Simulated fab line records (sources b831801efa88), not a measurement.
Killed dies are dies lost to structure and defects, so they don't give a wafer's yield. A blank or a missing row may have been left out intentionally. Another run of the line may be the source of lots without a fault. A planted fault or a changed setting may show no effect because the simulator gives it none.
fab line records | flow gf180mcu
record lots=14 wafers=42 lastDay=34
route steps=602 shown M2@368 V2@397
lots that met no fault: from a run of the same line without faults
startH: hours from the record's opening day to when the first of the lot's shown wafers began | waitH: how many hours have passed since the lot's step before this one | " unchanged from the row above | L1.1+2: a row that stands for several wafers | - no value present, or no start provided | * or withheld: withheld | < > ~ a bound
route shown NAME@n: a module of which the file shows steps, and the number in the route of the first | usual: average and standard deviation across the fault-free wafers | same: alike in all rows | chamber/n: place in a boat | sites: readings site by site | _std_site: their standard deviation | _edge_site: inner sites' mean taken away from outer sites' mean | radiusMm: for every site, how far away it sits from the centre of the wafer | mask NAME#n: copy n | behind: the most recent tool/chamber to have shaped the wafer | hold: what put the lot on hold/how long, in hours/how the hold closed | device: names the non-switching transistor (n, p or np) | end of line: the route-end tests of the same wafers | step lacking rows: just its recipe | killed: dies lost to structure and defects at the first sort, not the wafer's yield | map: shows each die of a wafer: x if killed, . if not, _ if none is there
set.NAME: the setting as run; set.NAME@STEP: as run at that earlier step | model.NAME: the simulator's own value behind a step, which no gauge read
the route's steps for a sample of lots (tables are steps, rows are wafers)
services: from which hour (startH, from the record's first day; less than 0 if before it) a tool's chamber was out of use, for how many hours, and why
## steps
# step GF_M2_THK_MEAS_06
# recipe thkMeasGauge=xrf reads=AlCu_of_M2_SPUTTER_02
# usual M2_ALCU_THK=455/5.1
# columns lot.wafer tool chamber startH waitH M2_ALCU_THK[nm]
L197.4 filmMetro-04 - 413.90 0.1 455
L197.5 " - " " 464
L197.6 " - " " 457
L198.1 filmMetro-03 - 427.85 0.1 454
L198.4 " - " " 449
L198.5 " - " " 450
L200.1 filmMetro-03 - 444.29 0.1 449
L200.4 " - " " 451
L200.5 " - " " 448
L202.2 filmMetro-01 - 459.36 0.1 450
L202.4 " - " " 448
L202.6 " - " " 460
L203.3 filmMetro-04 - 471.61 0.1 453
L203.4 " - " " 453
L203.6 " - " " 454
L205.2 filmMetro-01 - 487.13 0.1 451
L205.3 " - " " 448
L205.5 " - " " 452
L207.2 filmMetro-01 - 510.42 0.1 455
L207.3 " - " " 458
L207.6 " - " " 452
L209.2 filmMetro-03 - 527.47 0.1 454
L209.3 " - " " 457
L209.6 " - " " 454
L210.1 filmMetro-04 - 530.45 0.1 448
L210.2 " - " " 459
L210.6 " - " " 462
L215.2 filmMetro-03 - 567.73 0.1 455
L215.4 " - " " 455
L215.5 " - " " 457
L217.1 filmMetro-03 - 586.16 0.1 453
L217.2 " - " " 460
L217.6 " - " " 459
L218.2 filmMetro-04 - 594.21 0.1 463
L218.3 " - " " 458
L218.6 " - " " 460
L219.3 filmMetro-04 - 601.53 0.1 462
L219.5 " - " " 457
L219.6 " - " " 455
L220.1 filmMetro-03 - 601.63 0.1 439
L220.4 " - " " 450
L220.5 " - " " 447
# step GF_V2_OVL_MEAS_15
# usual V2_OVL=1/3.8
# columns lot.wafer tool chamber startH waitH V2_OVL[nm]
L197.4 overlay-01 - 465.27 0.1 -1
L197.5 " - " " 3
L197.6 " - " " 5
L198.1 overlay-01 - 478.13 0.1 1
L198.4 " - " " 5
L198.5 " - " " 2
L200.1 overlay-02 - 494.30 0.1 7
L200.4 " - " " 5
L200.5 " - " " 7
L202.2 overlay-02 - 507.72 0.1 -1
L202.4 " - " " -2
L202.6 " - " " -3
L203.3 overlay-02 - 519.64 0.1 1
L203.4 " - " " 2
L203.6 " - " " -1
L205.2 overlay-01 - 535.10 0.1 3
L205.3 " - " " 2
L205.5 " - " " 7
L207.2 overlay-02 - 557.28 0.1 1
L207.3 " - " " -3
L207.6 " - " " -6
L209.2 overlay-02 - 573.23 0.1 -2
L209.3 " - " " -5
L209.6 " - " " 4
L210.1 overlay-02 - 576.67 0.1 7
L210.2 " - " " 2
L210.6 " - " " 3
L215.2 overlay-01 - 610.33 0.1 -5
L215.4 " - " " -6
L215.5 " - " " 2
L217.1 overlay-01 - 629.82 0.1 2
L217.2 " - " " -4
L217.6 " - " " 3
L218.2 overlay-02 - 636.93 0.1 -3
L218.3 " - " " -1
L218.6 " - " " -3
L219.3 overlay-02 - 644.02 0.1 -1
L219.5 " - " " -2
L219.6 " - " " -6
L220.1 overlay-02 - 644.66 0.1 11
L220.4 " - " " 8
L220.5 " - " " 1
# step GF_V2_ETCH_17
# recipe chemistry=C4F8/O2/Ar maskMaterial=KrF target=SiO2 stopOn=TiN sourceW=1500 biasW=1200 pressureMtorr=40 c4f8FlowSccm=withheld O2_flow_sccm=6 Ar_flow_sccm=300 timeS=withheld targetDepthA=6300
# usual biasW=1200/3.6 chamberPressureMTorr=40.00/0.034 oesProductAu=0.856/0.0048
# columns lot.wafer tool chamber startH waitH biasW chamberPressureMTorr oesProductAu
L197.4 rieDiel-01 3 465 - 1200 39.95 0.853
L197.5 " 0 " " 1204 40.00 0.855
L197.6 " 3 " " 1197 40.00 0.862
L198.1 rieDiel-04 1 478 - 1206 39.97 0.848
L198.4 " 2 " " 1197 40.01 0.859
L198.5 " 1 " " 1203 40.05 0.857
L200.1 rieDiel-04 3 494 - 1201 40.02 0.862
L200.4 " 1 " " 1198 40.01 0.854
L200.5 " 2 " " 1204 40.03 0.857
L202.2 rieDiel-02 2 507 - 1201 39.95 0.861
L202.4 " 3 " " 1207 39.95 0.849
L202.6 " 1 " " 1206 40.01 0.860
L203.3 rieDiel-01 2 519 - 1204 40.03 0.847
L203.4 " 0 " " 1201 39.96 0.854
L203.6 " 1 " " 1200 40.04 0.850
L205.2 rieDiel-01 2 535 - 1195 40.03 0.857
L205.3 " 1 " " 1206 39.93 0.860
L205.5 " 3 " " 1205 40.04 0.856
L207.2 rieDiel-01 1 557 - 1200 40.01 0.867
L207.3 " 3 " " 1206 39.98 0.858
L207.6 " 3 " " 1200 40.02 0.861
L209.2 rieDiel-01 0 573 - - - -
L209.3 " 1 " " - - -
L209.6 " 2 " " - - -
L210.1 rieDiel-01 0 576 - - - -
L210.2 " 1 " " - - -
L210.6 " 3 " " - - -
L215.2 rieDiel-02 0 610 - 1198 39.97 0.853
L215.4 " 1 " " 1202 39.98 0.857
L215.5 " 3 " " 1197 39.99 0.857
L217.1 rieDiel-01 3 629 - 1203 40.00 0.861
L217.2 " 1 " " 1202 39.99 0.857
L217.6 " 1 " " 1202 40.05 0.851
L218.2 rieDiel-02 1 637 - 1203 40.04 0.850
L218.3 " 0 " " 1200 39.96 0.857
L218.6 " 1 " " 1196 39.96 0.854
L219.3 rieDiel-01 1 644 - 1202 40.00 0.857
L219.5 " 2 " " 1196 39.97 0.863
L219.6 " 1 " " 1203 40.06 0.852
L220.1 rieDiel-02 2 644 - 1202 39.99 0.854
L220.4 " 1 " " 1206 40.01 0.861
L220.5 " 1 " " 1208 40.03 0.862
# step GF_V2_STRIP_18
# recipe chemistry=O2/N2 powerW=1400 pressureMtorr=1500 platenTempC=250 o2FlowSccm=3000 n2FlowSccm=300 overashFraction=0.5
# usual drypumpMotorCurrentA=5.8/0.32 heaterPowerW=333/22 oesProductAu=0.592/0.0048
# columns lot.wafer tool chamber startH waitH drypumpMotorCurrentA heaterPowerW oesProductAu rfHoursCounterH
L197.4 plasmaAsher-03 1 465.45 - 5.7 345 0.589 -
L197.5 " 0 " " 5.4 351 0.589 -
L197.6 " 1 " " 5.8 335 0.581 -
L198.1 plasmaAsher-01 1 478.29 - 6.4 387 0.588 82
L198.4 " 1 " " 6.4 383 0.593 -
L198.5 " 1 " " 6.4 375 0.603 -
L200.1 plasmaAsher-03 1 494.46 - 5.7 338 0.585 41
L200.4 " 1 " " 5.7 337 0.594 -
L200.5 " 0 " " 5.4 357 0.597 -
L202.2 plasmaAsher-03 0 507.88 - 5.4 351 0.593 43
L202.4 " 1 " " 5.7 332 0.584 -
L202.6 " 1 " " 5.7 339 0.587 -
L203.3 plasmaAsher-02 0 519.82 - 6.0 333 0.590 -
L203.4 " 1 " " 5.9 310 0.598 -
L203.6 " 0 " " 6.0 333 0.595 -
L205.2 plasmaAsher-02 1 535.26 - 5.9 316 0.591 11
L205.3 " 1 " " 5.9 318 0.595 -
L205.5 " 1 " " 5.9 311 0.597 -
L207.2 plasmaAsher-02 1 557.44 - 6.0 314 0.597 14
L207.3 " 0 " " 6.1 330 0.585 -
L207.6 " 0 " " 6.0 341 0.598 -
L209.2 plasmaAsher-03 0 573.39 - 5.4 353 0.664 50
L209.3 " 1 " " 5.7 348 0.664 -
L209.6 " 1 " " 5.7 340 0.682 -
L210.1 plasmaAsher-02 1 576.84 - 5.9 309 0.670 16
L210.2 " 0 " " 6.0 338 0.666 16
L210.6 " 1 " " 5.9 310 0.664 -
L215.2 plasmaAsher-02 1 610.49 - 5.9 314 0.593 21
L215.4 " 1 " " 5.9 311 0.589 -
L215.5 " 0 " " 6.1 342 0.588 -
L217.1 plasmaAsher-02 0 629.99 - 6.1 334 0.589 23
L217.2 " 1 " " 5.9 309 0.594 23
L217.6 " 0 " " 6.1 340 0.595 -
L218.2 plasmaAsher-01 0 637.09 - 5.1 290 0.593 93
L218.3 " 0 " " 5.1 292 0.599 -
L218.6 " 1 " " 6.4 385 0.592 -
L219.3 plasmaAsher-01 0 644.21 - 5.1 278 0.605 -
L219.5 " 1 " " 6.4 380 0.598 -
L219.6 " 0 " " 5.1 288 0.599 -
L220.1 plasmaAsher-03 0 644.82 - 5.4 348 0.597 58
L220.4 " 0 " " 5.4 352 0.594 -
L220.5 " 1 " " 5.7 338 0.588 -
# step GF_V2_CMP_26
# recipe stopOn=SiO2 downForcePsi=3.5 platenRpm=60 tOverpolishS=15 targetThkNm=0 padVelocityMS=0.94248
# usual motorCurrentA=10.9/0.53 overpolishRunS=14.999/0.009 slurryFlowMlMin=150.0/0.48 timeToEndpointS=88/3.8
# columns lot.wafer tool chamber startH waitH motorCurrentA overpolishRunS slurryFlowMlMin timeToEndpointS
L197.4 cmp-01 3 466.39 0.1 10.3 14.999 150.0 86
L197.5 " 2 " " 10.4 14.999 150.0 86
L197.6 " 3 " " 10.8 14.972 150.4 86
L198.4 cmp-01 0 479.43 0.1 11.5 14.998 150.1 88
L198.1 " 1 " " 11.0 14.996 151.0 85
L198.5 " 2 " " 10.4 15.003 150.9 91
L200.1 cmp-02 3 495.39 0.1 11.0 14.989 150.4 88
L200.4 " 1 " " 10.0 14.998 150.5 95
L200.5 " 0 " " 11.2 15.001 149.7 97
L202.4 cmp-02 1 508.83 0.0 11.2 15.000 149.8 92
L202.2 " 0 " " 10.8 15.004 150.0 91
L202.6 " 2 " " 11.6 15.008 150.5 91
L203.3 cmp-01 2 520.77 0.1 10.2 15.015 149.8 87
L203.4 " 3 " " 10.8 15.024 149.5 81
L203.6 " 2 " " 10.6 15.000 150.1 82
L205.3 cmp-02 0 536.32 0.1 11.2 15.015 150.2 86
L205.2 " 1 " " 10.4 14.985 149.6 86
L205.5 " 2 " " 11.2 15.009 149.6 90
L207.2 cmp-01 3 558.36 0.0 10.1 14.997 150.6 86
L207.3 " 0 " " 10.6 15.003 149.0 88
L207.6 " 3 " " 10.0 14.973 151.0 79
L209.3 cmp-02 2 574.36 0.1 11.8 14.992 150.5 87
L209.2 " 3 " " 11.0 15.003 149.0 89
L209.6 " 2 " " 11.0 15.003 150.7 91
L210.1 cmp-01 2 577.88 0.1 10.3 15.001 150.2 87
L210.2 " 0 " " 11.2 15.008 148.6 92
L210.6 " 2 " " 10.8 15.002 149.7 89
L215.2 cmp-02 2 611.42 0.0 11.6 14.995 149.3 94
L215.4 " 1 " " 10.7 15.003 149.9 91
L215.5 " 3 " " 11.0 15.003 150.6 87
L217.2 cmp-01 0 630.97 0.1 11.0 14.991 150.4 87
L217.1 " 1 " " 11.4 14.993 150.0 81
L217.6 " 3 " " 10.6 15.012 149.5 81
L218.2 cmp-02 1 638.01 0.0 10.5 15.010 149.4 90
L218.3 " 0 " " 11.7 14.995 150.4 89
L218.6 " 1 " " 10.8 14.997 149.9 94
L219.3 cmp-02 2 645.29 0.2 12.1 14.996 150.5 95
L219.6 " 3 " " 10.8 15.000 150.1 87
L219.5 " 0 " " 11.0 14.998 150.6 90
L220.1 cmp-02 3 645.88 0.1 10.4 15.006 150.8 89
L220.4 " 0 " " 10.9 15.003 150.1 91
L220.5 " 2 " " 11.7 14.997 150.5 93
## services
# columns tool chamber startH hours kind
rieDiel-04 - 446.87 0.9 repair
rieDiel-01 - 454.09 1.3 repair
rieDiel-02 3 457.46 14.4 repair
rieDiel-01 1 470.25 8.8 repair
rieDiel-01 - 485.48 2.8 pm
cmp-02 - 485.75 0.8 repair
plasmaAsher-01 - 488.47 6.6 repair
cmp-01 - 503.68 1.7 repair
rieDiel-01 3 510.42 13.3 repair
cmp-01 - 518.11 0.5 repair
rieDiel-02 2 540.75 6.8 repair
cmp-01 - 541.71 2.8 repair
rieDiel-04 2 550.48 1.4 repair
plasmaAsher-03 - 556.08 2.8 pm
plasmaAsher-01 - 565.65 17.3 repair
cmp-01 - 572.00 4.0 pm
plasmaAsher-01 - 582.91 28.1 pm
cmp-01 - 588.35 0.2 repair
rieDiel-02 2 604.16 7.3 repair
cmp-02 - 617.91 6.9 pm
rieDiel-01 1 620.16 1.5 repair
cmp-02 - 624.81 6.2 pm
cmp-01 - 627.46 0.4 repair
plasmaAsher-01 - 631.97 1.2 repair
## key
firstSign step=GF_V2_ETCH_17 reading=toolRecord direction=missing
effect step=GF_V2_STRIP_18 reading=oesProductAu direction=up sigmas=16 usual=0.592 struck=0.668
metAt GF_V2_ETCH_17
struckLots L209,L210
laterRowsLeftOut L209.2,L209.3,L209.6,L210.1,L210.2,L210.6
sortLeftOut L209.2,L209.3,L209.6,L210.1,L210.2,L210.6
notActingAt GF_M2_THK_MEAS_06,GF_V2_OVL_MEAS_15,GF_V2_CMP_26
onsetBetween 557 573
fault kind=skippedStepWhole tool=rieDiel-01 chamber=- onsetH=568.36 steps=GF_V2_ETCH_17 scope=struckLotsOnly
# sortLeftOut: the simulated sort isn't trusted on such a fault, so these wafers' sort isn't shown, and their yield isn't known
# laterRowsLeftOut: the simulator's readings of these wafers behind a module that went badly wrong aren't trusted and aren't shown, but for the sort
